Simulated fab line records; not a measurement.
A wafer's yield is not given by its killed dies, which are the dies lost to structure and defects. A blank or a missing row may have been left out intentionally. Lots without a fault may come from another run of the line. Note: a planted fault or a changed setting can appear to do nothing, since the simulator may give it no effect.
A lot that was struck, set against a sound lot | flow sky130 | 14 steps out of a route of 708
Sound: the wafers L694.1, L694.2, L694.3. Wafers struck: L691.2, L691.4, L691.5. Last of all comes the cause.
Each step with rows lists, per side, the tool, then ch with its chambers, then its first start. Under that, the readings that differ: sound wafers | struck wafers | difference of the means | sigmas: that difference in standard deviations of wafers without a fault.
alike: same words and numbers on both sides, and readings whose means sit less than 2 such deviations apart. not compared: any withheld reading, any reading some wafer has no value for, any bound like >300 that may hide the same value, and any number with overlapping values for which the record gives no deviation.
The two part at a step that has a row with sigmas, a row that says differs or no value, or rows on one side only. Numbers that don't overlap but have no deviation are shown without sigmas and don't part them. A reading that every wafer of one side lacks parts them only if that side has two wafers or more.

first, 5 steps without rows for these wafers: SKY_SONOS_ONO_COAT_08 (resist thk 1140 nm); SKY_SONOS_ONO_SOFTBAKE_09 (time 60 s); SKY_SONOS_ONO_EXPOSE_10 (exposes mask ONOM, target cd 410 nm); SKY_SONOS_ONO_PEB_11; SKY_SONOS_ONO_DEVELOP_12 (develop time 60 s).
SKY_SONOS_ONO_CD_MEAS_13: the cd target is 410 nm.
  struck on cd sem-02, day 18 17:44; sound on cd sem-01, day 19 11:04
  alike: cd nm
SKY_SONOS_ONO_OVL_MEAS_14:
  struck on overlay-02, day 18 17:51; sound on overlay-02, day 19 11:11
  alike: SONOS_ONO_OVL
SKY_SONOS_ONO_ETCH_15: etches the open film in CHF3/O2, target depth 19.52 nm, time 7.8 s.
  sound on rie diel-02 ch 0,1,3, day 19 11:14; struck on rie diel-04 ch 1,2, day 18 17:53
  alike: bias w, chamber pressure mTorr, drypump motor current A, oes product au, throttle valve pct
  not compared: rf hours counter h
then, 1 step without rows for these wafers: SKY_SONOS_ONO_WET_ETCH_16 (etches SiO2 in dHF, target depth 14 nm, time 280 s).
SKY_SONOS_ONO_STRIP_17: strips in O2/N2.
  sound on plasma asher-01 ch 0,1, day 19 11:20; struck on plasma asher-01 ch 0, day 18 17:59
  alike: chamber pressure mTorr, drypump motor current A, oes product au, strip time to endpoint s
  not compared: rf hours counter h
then, 2 steps without rows for these wafers: SKY_SONOS_ONO_WET_ETCH_18 (etches Si3N4 in H3PO4, target depth 15 nm, time 172 s); SKY_GATE_OXIDE_CLEAN_00 (cleans in SC1/SC2, time 150 s).
SKY_GATE_OXIDE_OXIDATION_01: stabilise 600 s, purge 300 s, target thk 10.268 nm.
  sound on furnace-01 ch 0, day 19 12:19; struck on furnace-02, day 18 19:29
  no value came back on the struck wafers for ox temp c (C), ox temp c max, spike tc centre C (C), zone power centre pct (%); on the sound wafers ox temp c (C) reads 899.4 899.6 899.4
then, 1 step without rows for these wafers: SKY_GATE_OXIDE_DEHYDRATE_03 (time 60 s).

WHERE THEY PART
SKY_GATE_OXIDE_OXIDATION_01 only, going by this record.

WHY: whatever the simulator had introduced
At SKY_GATE_OXIDE_OXIDATION_01, the step was skipped entirely on furnace-02 from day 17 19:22 on. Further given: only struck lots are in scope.
